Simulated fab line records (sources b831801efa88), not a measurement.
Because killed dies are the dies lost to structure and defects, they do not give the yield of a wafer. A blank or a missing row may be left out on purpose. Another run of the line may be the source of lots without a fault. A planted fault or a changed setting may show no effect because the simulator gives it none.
fab line records	flow sky130
[record] lots = 24	wafers = 72	last_day = 50
route steps=708 shown CONTACT@432 METAL1@436 CAPM@537 VIA4@656
lots untouched by any fault: they come from a run of this same line in which no faults occurred
start_h: hours from the record's opening day to when the first of the lot's shown wafers began	wait_h: time in hours since the lot's previous step	" identical to the entry in the row above	L1.1+2: one row covering several wafers at once	- no value, or no start given	* or withheld: withheld	< > ~ a bound
route shown NAME@n: NAME is a module with steps in the file, n the number in the route of the first one	usual: the fault-free wafers' mean and standard deviation	same: alike in all rows	chamber/n: place in a boat	sites: readings site by site	_std_site: standard deviation of those values	_edge_site: the outer-site mean with the inner-site mean subtracted	radius_mm: how far each site lies from the wafer's centre	mask NAME#n: copy n	behind: the most recent tool/chamber to have shaped the wafer	hold: why the lot was held/for how many hours/how that ended	device: the n, p or np transistor that did not switch	end of line: tests run on the same wafers once the route is complete	for a step that has no rows: nothing shown but its recipe	killed: dies lost to structure and defects at the first sort, not the wafer's yield	map: per-die view of a wafer (x killed, . not killed, _ where there is no die)
set.NAME: the setting the step ran with; set.NAME@STEP: the setting that earlier step ran with	model.NAME: the simulator's own value behind a step, which no gauge read
steps of the route over a sample of lots; a table a step, a row a wafer
services: the hour from which a tool's chamber was out of use, counted from the record's first day as start_h (under 0 if before that day), plus the number of hours and why
[[steps]]
[step SKY_CONTACT_THK_MEAS_26]
[recipe] thk_meas_gauge = xrf	reads = W_of_CONTACT_CVD_24
[usual] CONTACT_W_THK = 341/4.1
lot.wafer	tool	chamber	start_h	wait_h	CONTACT_W_THK[nm]
L074.1	film_metro-04	-	733.58	0.1	335
L074.5	"	-	"	"	332
L074.6	"	-	"	"	344
L075.1	film_metro-03	-	733.60	0.1	337
L075.5	"	-	"	"	344
L075.6	"	-	"	"	338
L076.3	film_metro-03	-	744.01	0.1	347
L076.4	"	-	"	"	341
L076.5	"	-	"	"	344
L077.3	film_metro-03	-	747.53	0.1	339
L077.4	"	-	"	"	342
L077.6	"	-	"	"	347
L078.1	film_metro-03	-	752.18	0.1	334
L078.2	"	-	"	"	343
L078.3	"	-	"	"	338
L079.1	film_metro-01	-	765.19	0.1	345
L079.2	"	-	"	"	342
L079.5	"	-	"	"	343
L080.3	film_metro-04	-	773.23	0.1	338
L080.4	"	-	"	"	341
L080.5	"	-	"	"	339
L081.1	film_metro-01	-	796.91	0.1	344
L081.3	"	-	"	"	341
L081.6	"	-	"	"	343
L082.2	film_metro-03	-	803.85	0.1	335
L082.3	"	-	"	"	339
L082.6	"	-	"	"	335
L083.2	film_metro-04	-	804.56	0.1	342
L083.4	"	-	"	"	345
L083.6	"	-	"	"	343
L084.1	film_metro-03	-	812.74	0.1	335
L084.4	"	-	"	"	344
L084.6	"	-	"	"	338
L085.3	film_metro-04	-	816.68	0.1	346
L085.5	"	-	"	"	343
L085.6	"	-	"	"	345
L087.2	film_metro-03	-	844.63	0.1	337
L087.5	"	-	"	"	339
L087.6	"	-	"	"	347
L086.1	film_metro-03	-	845.78	0.1	335
L086.3	"	-	"	"	334
L086.5	"	-	"	"	335
L088.2	film_metro-03	-	848.77	0.1	334
L088.3	"	-	"	"	339
L088.6	"	-	"	"	342
L089.2	film_metro-01	-	858.98	0.1	340
L089.5	"	-	"	"	343
L089.6	"	-	"	"	338
L092.2	film_metro-03	-	861.70	0.1	341
L092.4	"	-	"	"	338
L092.5	"	-	"	"	339
L090.2	film_metro-01	-	863.68	0.1	345
L090.3	"	-	"	"	349
L090.5	"	-	"	"	345
L091.2	film_metro-01	-	866.55	0.1	340
L091.4	"	-	"	"	336
L091.5	"	-	"	"	337
L093.1	film_metro-03	-	871.12	0.1	335
L093.2	"	-	"	"	332
L093.4	"	-	"	"	341
L094.1	film_metro-04	-	876.96	0.1	343
L094.2	"	-	"	"	346
L094.6	"	-	"	"	346
L095.1	film_metro-01	-	887.24	0.1	329
L095.2	"	-	"	"	333
L095.3	"	-	"	"	335
L096.1	film_metro-01	-	897.65	0.1	336
L096.2	"	-	"	"	342
L096.5	"	-	"	"	338
L097.1	film_metro-04	-	901.52	0.1	339
L097.5	"	-	"	"	344
L097.6	"	-	"	"	336
[step SKY_METAL1_SPUTTER_02]
[recipe] material = AlCu	target_thk_nm = 250	power_w = 10600	time_s = 13.3	chamber_pressure_pa = 0.4
[usual] chamber_pressure_pa = 0.4000/0.00072	throttle_valve_pct = 30.1/1.4
lot.wafer	tool	chamber	start_h	wait_h	chamber_pressure_pa	throttle_valve_pct
L074.1	pvd_sputter-04	-	733.99	0.0	0.4004	29.3
L074.5	"	-	"	"	0.3996	31.0
L074.6	"	-	"	"	0.3986	32.0
L075.1	pvd_sputter-02	-	734.01	0.0	0.4009	28.7
L075.5	"	-	"	"	0.4013	30.3
L075.6	"	-	"	"	0.3996	29.9
L076.3	pvd_sputter-03	-	744.40	0.0	0.3989	32.2
L076.4	"	-	"	"	0.4008	30.3
L076.5	"	-	"	"	0.3997	30.6
L077.3	pvd_sputter-04	-	748.23	0.0	0.3996	29.4
L077.4	"	-	"	"	0.3991	32.2
L077.6	"	-	"	"	0.4004	31.0
L078.1	pvd_sputter-02	-	752.59	0.0	0.4006	29.9
L078.2	"	-	"	"	0.3998	29.8
L078.3	"	-	"	"	0.4001	28.8
L079.1	pvd_sputter-03	-	765.59	0.0	0.4009	30.2
L079.2	"	-	"	"	0.3998	29.6
L079.5	"	-	"	"	0.3991	27.1
L080.3	pvd_sputter-04	-	773.72	0.0	0.3999	29.5
L080.4	"	-	"	"	0.4008	31.3
L080.5	"	-	"	"	0.3991	31.5
L081.1	pvd_sputter-03	-	797.32	0.0	0.4004	29.6
L081.3	"	-	"	"	0.4002	27.2
L081.6	"	-	"	"	0.4002	31.8
L082.2	pvd_sputter-03	-	804.24	0.0	0.3997	30.2
L082.3	"	-	"	"	0.3992	27.3
L082.6	"	-	"	"	0.3990	30.4
L083.2	pvd_sputter-03	-	804.96	0.0	0.4007	31.8
L083.4	"	-	"	"	0.4003	30.3
L083.6	"	-	"	"	0.3989	29.8
L084.1	pvd_sputter-04	-	813.14	0.0	0.4000	30.6
L084.4	"	-	"	"	0.4002	29.6
L084.6	"	-	"	"	0.4003	32.0
L085.3	pvd_sputter-04	-	817.06	0.0	0.4000	31.3
L085.5	"	-	"	"	0.4017	29.3
L085.6	"	-	"	"	0.4008	31.6
L087.2	pvd_sputter-02	-	845.03	0.0	0.4007	29.9
L087.5	"	-	"	"	0.4006	29.9
L087.6	"	-	"	"	0.4005	29.8
L086.1	pvd_sputter-03	-	846.19	0.0	0.3985	30.3
L086.3	"	-	"	"	0.4003	29.5
L086.5	"	-	"	"	0.4004	27.3
L088.2	pvd_sputter-03	-	849.17	0.0	0.4009	30.3
L088.3	"	-	"	"	0.3996	27.2
L088.6	"	-	"	"	0.4006	29.5
L089.2	pvd_sputter-03	-	859.38	0.0	0.4003	31.8
L089.5	"	-	"	"	0.4000	27.2
L089.6	"	-	"	"	0.4004	29.5
L092.2	pvd_sputter-04	-	862.10	0.0	0.4001	30.8
L092.4	"	-	"	"	0.4008	29.3
L092.5	"	-	"	"	0.4003	31.9
L090.2	pvd_sputter-04	-	864.08	0.0	0.4007	29.5
L090.3	"	-	"	"	0.4010	31.5
L090.5	"	-	"	"	0.3986	30.9
L091.2	pvd_sputter-02	-	866.95	0.0	0.4006	28.6
L091.4	"	-	"	"	0.4002	30.1
L091.5	"	-	"	"	0.3989	30.6
L093.1	pvd_sputter-04	-	871.53	0.0	0.3995	31.4
L093.2	"	-	"	"	0.4013	31.0
L093.4	"	-	"	"	0.4001	29.5
L094.1	pvd_sputter-03	-	877.37	0.0	0.3997	30.2
L094.2	"	-	"	"	0.4010	29.5
L094.6	"	-	"	"	0.4004	27.3
L095.1	pvd_sputter-02	-	887.65	0.0	0.4008	30.1
L095.2	"	-	"	"	0.4009	30.6
L095.3	"	-	"	"	0.4010	30.0
L096.1	pvd_sputter-02	-	898.06	0.0	0.4005	28.6
L096.2	"	-	"	"	0.4006	30.3
L096.5	"	-	"	"	0.4004	30.4
L097.1	pvd_sputter-03	-	901.93	0.0	0.4000	27.3
L097.5	"	-	"	"	0.4002	30.0
L097.6	"	-	"	"	0.3992	27.5
[step SKY_METAL1_SPUTTER_03]
[recipe] material = Ti	target_thk_nm = 5	power_w = 3000	time_s = 3.3	chamber_pressure_pa = 0.4
[usual] chamber_pressure_pa = 0.4000/0.00082	throttle_valve_pct = 30.1/1.4
lot.wafer	tool	chamber	start_h	wait_h	chamber_pressure_pa	throttle_valve_pct
L074.1	pvd_sputter-04	-	734.01	0.0	0.4000	29.3
L074.5	"	-	"	"	0.4004	30.8
L074.6	"	-	"	"	0.4010	32.0
L075.1	pvd_sputter-02	-	734.03	0.0	0.3988	28.7
L075.5	"	-	"	"	0.3997	30.8
L075.6	"	-	"	"	0.4005	30.1
L076.3	pvd_sputter-03	-	744.43	0.0	0.3997	32.0
L076.4	"	-	"	"	0.3994	30.2
L076.5	"	-	"	"	0.3988	30.3
L077.3	pvd_sputter-04	-	748.26	0.0	0.4010	29.4
L077.4	"	-	"	"	0.3996	32.0
L077.6	"	-	"	"	0.4003	30.6
L078.1	pvd_sputter-02	-	752.61	0.0	0.3996	30.4
L078.2	"	-	"	"	0.4010	29.9
L078.3	"	-	"	"	0.3995	28.8
L079.1	pvd_sputter-03	-	765.62	0.0	0.4004	30.5
L079.2	"	-	"	"	0.3983	29.9
L079.5	"	-	"	"	0.4010	27.1
L080.3	pvd_sputter-04	-	773.75	0.0	0.4002	29.6
L080.4	"	-	"	"	0.3997	31.3
L080.5	"	-	"	"	0.3996	31.5
L081.1	pvd_sputter-03	-	797.34	0.0	0.3996	29.7
L081.3	"	-	"	"	0.4005	27.4
L081.6	"	-	"	"	0.3996	32.0
L082.2	pvd_sputter-03	-	804.27	0.0	0.3985	30.5
L082.3	"	-	"	"	0.3993	27.4
L082.6	"	-	"	"	0.3989	30.4
L083.2	pvd_sputter-03	-	804.98	0.0	0.3991	31.9
L083.4	"	-	"	"	0.3993	30.2
L083.6	"	-	"	"	0.4005	29.8
L084.1	pvd_sputter-04	-	813.17	0.0	0.3999	30.8
L084.4	"	-	"	"	0.3999	29.4
L084.6	"	-	"	"	0.4008	32.4
L085.3	pvd_sputter-04	-	817.09	0.0	0.3991	31.6
L085.5	"	-	"	"	0.3996	29.6
L085.6	"	-	"	"	0.3985	31.5
L087.2	pvd_sputter-02	-	845.05	0.0	0.3999	29.8
L087.5	"	-	"	"	0.4001	30.2
L087.6	"	-	"	"	0.4004	29.9
L086.1	pvd_sputter-03	-	846.21	0.0	0.4010	30.4
L086.3	"	-	"	"	0.3982	29.8
L086.5	"	-	"	"	0.4014	27.4
L088.2	pvd_sputter-03	-	849.20	0.0	0.4002	30.4
L088.3	"	-	"	"	0.4006	27.2
L088.6	"	-	"	"	0.4003	29.8
L089.2	pvd_sputter-03	-	859.40	0.0	0.4001	32.3
L089.5	"	-	"	"	0.3999	27.4
L089.6	"	-	"	"	0.4006	29.8
L092.2	pvd_sputter-04	-	862.13	0.0	0.3992	30.7
L092.4	"	-	"	"	0.4003	29.4
L092.5	"	-	"	"	0.3997	32.1
L090.2	pvd_sputter-04	-	864.10	0.0	0.4000	29.5
L090.3	"	-	"	"	0.3999	31.6
L090.5	"	-	"	"	0.4006	30.7
L091.2	pvd_sputter-02	-	866.97	0.0	0.4001	28.4
L091.4	"	-	"	"	0.4008	30.4
L091.5	"	-	"	"	0.4009	30.4
L093.1	pvd_sputter-04	-	871.55	0.0	0.3994	31.4
L093.2	"	-	"	"	0.4002	30.9
L093.4	"	-	"	"	0.4011	29.8
L094.1	pvd_sputter-03	-	877.40	0.0	0.4005	30.0
L094.2	"	-	"	"	0.4005	29.6
L094.6	"	-	"	"	0.4006	27.2
L095.1	pvd_sputter-02	-	887.67	0.0	0.3999	29.9
L095.2	"	-	"	"	0.4001	30.7
L095.3	"	-	"	"	0.3994	30.1
L096.1	pvd_sputter-02	-	898.08	0.0	0.3971	28.4
L096.2	"	-	"	"	0.4000	30.5
L096.5	"	-	"	"	0.3987	30.4
L097.1	pvd_sputter-03	-	901.95	0.0	0.4001	27.2
L097.5	"	-	"	"	0.3975	29.9
L097.6	"	-	"	"	0.4000	27.3
[step SKY_METAL1_METAL_ETCH_19]
[recipe] target_depth_a = 3600	stop_on = SiO2	over_etch_frac = 0.3	time_s = 78	chemistry = Cl2/BCl3	resist_sidewall_deg = 88	pressure_mtorr = 10	icp_w = 900	bias_w = 48.5	Cl2_flow_sccm = 60	bcl3_flow_sccm = 30
[usual] drypump_motor_current_A = 5.64/0.23	oes_product_au = 0.855/0.0057	throttle_valve_pct = 22.265/0.0095
lot.wafer	tool	chamber	start_h	wait_h	drypump_motor_current_A	oes_product_au	rf_hours_counter_h	throttle_valve_pct
L074.1	rie_metal-03	1	761.72	0.0	5.59	0.844	1	22.264
L074.5	"	0	"	"	5.65	0.850	-	22.274
L074.6	"	1	"	"	5.60	0.857	-	22.262
L075.1	rie_metal-01	1	761.82	0.0	5.62	0.853	10	22.254
L075.5	"	0	"	"	5.75	0.854	-	22.258
L075.6	"	1	"	"	5.59	0.846	-	22.283
L076.3	rie_metal-04	1	772.25	0.1	6.00	0.859	-	22.277
L076.4	"	0	"	"	5.26	0.849	-	22.248
L076.5	"	1	"	"	6.01	0.849	-	22.257
L077.3	rie_metal-04	0	777.09	0.1	5.26	0.855	-	22.268
L077.4	"	1	"	"	5.98	0.865	-	22.280
L077.6	"	1	"	"	6.00	0.849	-	22.272
L078.1	rie_metal-04	1	781.82	0.0	6.00	0.853	15	22.249
L078.2	"	0	"	"	5.29	0.850	1	22.278
L078.3	"	0	"	"	5.27	0.845	-	22.254
L079.1	rie_metal-03	0	794.52	0.0	5.63	0.862	14	22.240
L079.2	"	1	"	"	5.61	0.857	3	22.272
L079.5	"	1	"	"	5.61	0.846	-	22.279
L080.3	rie_metal-04	0	802.05	0.1	5.28	0.847	-	22.247
L080.4	"	1	"	"	6.00	0.852	-	22.248
L080.5	"	0	"	"	5.23	0.850	-	22.282
L081.1	rie_metal-03	1	824.12	0.0	5.60	0.858	3	22.265
L081.3	"	0	"	"	5.69	0.866	-	22.265
L081.6	"	0	"	"	5.65	0.860	-	22.265
L082.2	rie_metal-03	0	830.76	0.0	5.70	0.858	15	22.256
L082.3	"	0	"	"	5.64	0.860	-	22.263
L082.6	"	1	"	"	5.60	0.857	-	22.264
L083.2	rie_metal-01	1	831.17	0.0	5.61	0.850	13	22.253
L083.4	"	0	"	"	5.75	0.856	-	22.250
L083.6	"	1	"	"	5.62	0.858	-	22.263
L084.1	rie_metal-01	0	839.57	0.0	5.75	0.849	12	22.254
L084.4	"	0	"	"	5.73	0.850	-	22.272
L084.6	"	0	"	"	5.73	0.847	-	22.268
L085.3	rie_metal-03	1	843.68	0.1	5.62	0.857	-	22.263
L085.5	"	0	"	"	5.63	0.856	-	22.257
L085.6	"	1	"	"	5.60	0.857	-	22.274
L087.2	rie_metal-01	1	872.12	0.0	5.63	0.855	15	22.272
L087.5	"	1	"	"	5.63	0.853	-	22.270
L087.6	"	0	"	"	5.75	0.860	-	22.250
L086.1	rie_metal-04	1	872.81	0.0	6.02	0.841	2	22.270
L086.3	"	1	"	"	5.98	0.845	-	22.267
L086.5	"	1	"	"	5.96	0.857	-	22.260
L088.2	rie_metal-04	0	875.52	0.0	5.22	0.856	4	22.254
L088.3	"	1	"	"	5.98	0.859	-	22.253
L088.6	"	1	"	"	5.99	0.852	-	22.265
L089.2	rie_metal-03	1	885.77	0.0	5.61	0.865	6	22.282
L089.5	"	1	"	"	5.59	0.863	-	22.282
L089.6	"	0	"	"	5.67	0.857	-	22.272
L092.2	rie_metal-04	0	888.80	0.1	5.28	0.862	5	22.273
L092.4	"	0	"	"	5.24	0.859	-	22.270
L092.5	"	1	"	"	5.99	0.851	-	22.269
L090.2	rie_metal-03	0	890.71	0.0	5.64	0.856	18	22.251
L090.3	"	0	"	"	5.62	0.852	-	22.262
L090.5	"	0	"	"	5.65	0.850	-	22.256
L091.2	rie_metal-04	0	893.36	0.0	5.32	0.852	5	22.258
L091.4	"	0	"	"	5.27	0.851	-	22.264
L091.5	"	0	"	"	5.30	0.853	-	22.274
L093.1	rie_metal-01	1	898.27	0.0	5.64	0.856	16	22.274
L093.2	"	0	"	"	5.74	0.859	15	22.259
L093.4	"	1	"	"	5.65	0.853	-	22.268
L094.1	rie_metal-01	1	903.41	0.0	5.64	0.855	16	22.259
L094.2	"	0	"	"	5.74	0.851	15	22.259
L094.6	"	0	"	"	5.75	0.865	-	22.261
L095.1	rie_metal-03	0	912.72	0.0	5.65	0.859	19	22.262
L095.2	"	1	"	"	5.59	0.856	7	22.278
L095.3	"	1	"	"	5.60	0.850	-	22.273
L096.1	rie_metal-01	1	922.36	0.0	5.65	0.845	17	22.260
L096.2	"	0	"	"	5.73	0.849	15	22.255
L096.5	"	1	"	"	5.63	0.855	-	22.266
L097.1	rie_metal-04	0	926.67	0.0	5.26	0.862	6	22.254
L097.5	"	0	"	"	5.29	0.862	-	22.269
L097.6	"	1	"	"	5.98	0.862	-	22.280
[step SKY_CAPM_CVD_00]
[recipe] material = SiO2	target_thk_nm = 15.5	temp_c = 400	time_s = withheld	rf_w = 450
[usual] heater_power_w = 653/85
lot.wafer	tool	chamber	start_h	wait_h	heater_power_w
L075.1	pecvd-01	2	847.62	0.0	625
L075.5	"	2	"	"	641
L075.6	"	1	"	"	742
L074.1	pecvd-03	0	848.35	0.0	494
L074.5	"	0	"	"	477
L074.6	"	1	"	"	639
L076.3	pecvd-02	0	857.58	0.0	629
L076.4	"	1	"	"	716
L076.5	"	2	"	"	707
L077.3	pecvd-01	1	861.81	0.0	754
L077.4	"	2	"	"	625
L077.6	"	2	"	"	642
L078.1	pecvd-02	0	867.30	0.0	716
L078.2	"	2	"	"	796
L078.3	"	1	"	"	702
L079.1	pecvd-03	0	879.35	0.0	578
L079.2	"	2	"	"	732
L079.5	"	1	"	"	675
L080.3	pecvd-01	1	886.45	0.0	762
L080.4	"	2	"	"	608
L080.5	"	1	"	"	763
L081.1	pecvd-03	2	908.18	0.0	731
L081.3	"	0	"	"	477
L081.6	"	2	"	"	747
L082.2	pecvd-03	0	912.98	0.0	471
L082.3	"	2	"	"	746
L082.6	"	2	"	"	757
L083.2	pecvd-01	0	913.58	0.0	665
L083.4	"	0	"	"	690
L083.6	"	1	"	"	635
L084.1	pecvd-02	2	922.67	0.0	668
L084.4	"	1	"	"	607
L084.6	"	2	"	"	670
L085.3	pecvd-01	2	925.93	0.0	552
L085.5	"	1	"	"	709
L085.6	"	0	"	"	662
L087.2	pecvd-03	0	952.04	0.0	574
L087.5	"	0	"	"	553
L087.6	"	2	"	"	755
L086.1	pecvd-02	2	953.66	0.0	722
L086.3	"	0	"	"	626
L086.5	"	1	"	"	698
L088.2	pecvd-03	2	956.00	0.0	693
L088.3	"	0	"	"	464
L088.6	"	0	"	"	472
L089.2	pecvd-03	0	966.42	0.0	539
L089.5	"	1	"	"	655
L089.6	"	0	"	"	544
L092.2	pecvd-02	1	968.79	0.0	622
L092.4	"	1	"	"	645
L092.5	"	2	"	"	782
L090.2	pecvd-03	1	971.01	0.0	685
L090.3	"	2	"	"	706
L090.5	"	1	"	"	682
L091.2	pecvd-02	0	972.53	0.0	606
L091.4	"	2	"	"	789
L091.5	"	0	"	"	621
L093.1	pecvd-03	0	976.16	0.0	516
L093.2	"	2	"	"	722
L093.4	"	1	"	"	642
L094.1	pecvd-03	0	982.14	0.0	474
L094.2	"	2	"	"	730
L094.6	"	2	"	"	726
L095.1	pecvd-03	2	990.09	0.0	702
L095.2	"	1	"	"	600
L095.3	"	0	"	"	507
L096.1	pecvd-02	2	999.05	0.0	774
L096.2	"	0	"	"	683
L096.5	"	0	"	"	679
L097.1	pecvd-02	0	1005.55	0.0	733
L097.5	"	0	"	"	739
L097.6	"	1	"	"	705
[step SKY_VIA4_SPUTTER_17]
[recipe] material = TiN	target_thk_nm = 20	chamber_pressure_pa = 5	power_w = 4000	time_s = 80
[usual] chamber_pressure_pa = 5.000/0.0096	throttle_valve_pct = 30.8/1.1
lot.wafer	tool	chamber	start_h	wait_h	chamber_pressure_pa	throttle_valve_pct
L075.1	pvd_sputter-02	-	1000.24	0.0	4.997	30.1
L075.5	"	-	"	"	4.992	30.1
L075.6	"	-	"	"	5.002	29.9
L074.1	pvd_sputter-01	-	1002.06	0.0	4.996	29.9
L074.5	"	-	"	"	4.994	29.7
L074.6	"	-	"	"	5.002	30.8
L076.3	pvd_sputter-01	-	1009.82	0.0	5.000	33.4
L076.4	"	-	"	"	5.006	31.0
L076.5	"	-	"	"	5.014	30.8
L077.3	pvd_sputter-04	-	1013.36	0.0	5.007	31.9
L077.4	"	-	"	"	5.001	29.2
L077.6	"	-	"	"	5.009	32.2
L078.1	pvd_sputter-01	-	1019.82	0.0	4.988	33.3
L078.2	"	-	"	"	4.993	29.8
L078.3	"	-	"	"	4.991	31.4
L079.1	pvd_sputter-02	-	1030.25	0.0	4.995	30.1
L079.2	"	-	"	"	4.995	29.9
L079.5	"	-	"	"	5.003	29.7
L080.3	pvd_sputter-01	-	1035.30	0.0	4.992	31.2
L080.4	"	-	"	"	4.988	33.6
L080.5	"	-	"	"	4.974	33.2
L081.1	pvd_sputter-01	-	1056.97	0.0	5.005	31.2
L081.3	"	-	"	"	4.984	33.4
L081.6	"	-	"	"	4.995	31.0
L082.2	pvd_sputter-04	-	1059.02	0.0	5.011	32.0
L082.3	"	-	"	"	4.996	31.4
L082.6	"	-	"	"	4.990	31.5
L083.2	pvd_sputter-04	-	1060.05	0.0	4.996	29.5
L083.4	"	-	"	"	5.007	31.5
L083.6	"	-	"	"	4.999	32.1
L084.1	pvd_sputter-04	-	1068.62	0.0	4.998	32.1
L084.4	"	-	"	"	4.992	31.6
L084.6	"	-	"	"	5.016	29.5
L085.3	pvd_sputter-04	-	1070.92	0.0	4.992	32.1
L085.5	"	-	"	"	5.003	32.0
L085.6	"	-	"	"	5.020	31.4
L087.2	pvd_sputter-04	-	1092.02	0.0	5.007	32.0
L087.5	"	-	"	"	4.995	32.0
L087.6	"	-	"	"	4.988	31.3
L086.1	pvd_sputter-01	-	1093.73	0.0	5.000	33.1
L086.3	"	-	"	"	5.018	29.6
L086.5	"	-	"	"	5.003	31.2
L088.2	pvd_sputter-04	-	1095.06	0.0	4.995	30.9
L088.3	"	-	"	"	5.002	31.2
L088.6	"	-	"	"	4.999	31.3
L089.2	pvd_sputter-04	-	1105.81	0.0	4.991	30.6
L089.5	"	-	"	"	5.003	30.8
L089.6	"	-	"	"	4.992	31.3
L092.2	pvd_sputter-02	-	1107.32	0.0	4.989	29.7
L092.4	"	-	"	"	5.012	28.8
L092.5	"	-	"	"	5.009	28.5
L090.2	pvd_sputter-04	-	1109.26	0.0	5.007	31.4
L090.3	"	-	"	"	5.006	29.5
L090.5	"	-	"	"	5.007	31.6
L091.2	pvd_sputter-02	-	1111.13	0.0	5.003	29.9
L091.4	"	-	"	"	5.003	30.5
L091.5	"	-	"	"	5.002	30.0
L093.1	pvd_sputter-02	-	1112.52	0.0	4.997	28.7
L093.2	"	-	"	"	4.992	30.7
L093.4	"	-	"	"	4.994	30.0
L094.1	pvd_sputter-04	-	1116.66	0.0	4.982	31.3
L094.2	"	-	"	"	5.009	30.9
L094.6	"	-	"	"	5.002	31.9
L095.1	pvd_sputter-04	-	1125.08	0.0	4.986	30.9
L095.2	"	-	"	"	4.993	31.4
L095.3	"	-	"	"	4.997	31.9
L096.1	pvd_sputter-04	-	1131.88	0.0	4.990	32.0
L096.2	"	-	"	"	5.007	31.4
L096.5	"	-	"	"	4.996	29.5
L097.1	pvd_sputter-04	-	1137.53	0.0	5.002	30.6
L097.5	"	-	"	"	5.001	29.4
L097.6	"	-	"	"	5.006	31.0
[[services]]
tool	chamber	start_h	hours	kind
rie_metal-01	1	712.33	3.0	repair
rie_metal-03	0	723.10	4.6	repair
rie_metal-04	-	723.44	2.8	pm
pvd_sputter-03	-	747.42	3.4	repair
pvd_sputter-02	-	753.55	4.1	repair
pvd_sputter-03	-	766.28	2.5	repair
pvd_sputter-04	-	802.01	10.5	repair
pecvd-02	-	842.40	14.6	pm
pvd_sputter-04	-	854.81	2.0	repair
pvd_sputter-01	-	877.90	3.2	repair
pvd_sputter-01	-	901.31	6.1	repair
pvd_sputter-02	-	903.64	2.6	repair
pecvd-02	0	915.51	15.8	repair
pecvd-03	-	933.07	5.5	pm
pvd_sputter-04	-	966.36	3.0	repair
pecvd-02	-	977.54	5.5	pm
pvd_sputter-02	-	1003.50	3.2	repair
pecvd-03	-	1029.50	0.5	repair
rie_metal-01	-	1039.36	0.6	repair
rie_metal-04	1	1053.16	7.4	repair
pvd_sputter-02	-	1073.56	7.9	repair
rie_metal-01	0	1083.38	21.9	repair
pvd_sputter-02	-	1103.59	2.6	repair
rie_metal-03	-	1125.47	2.8	pm
[[key]]
fault none
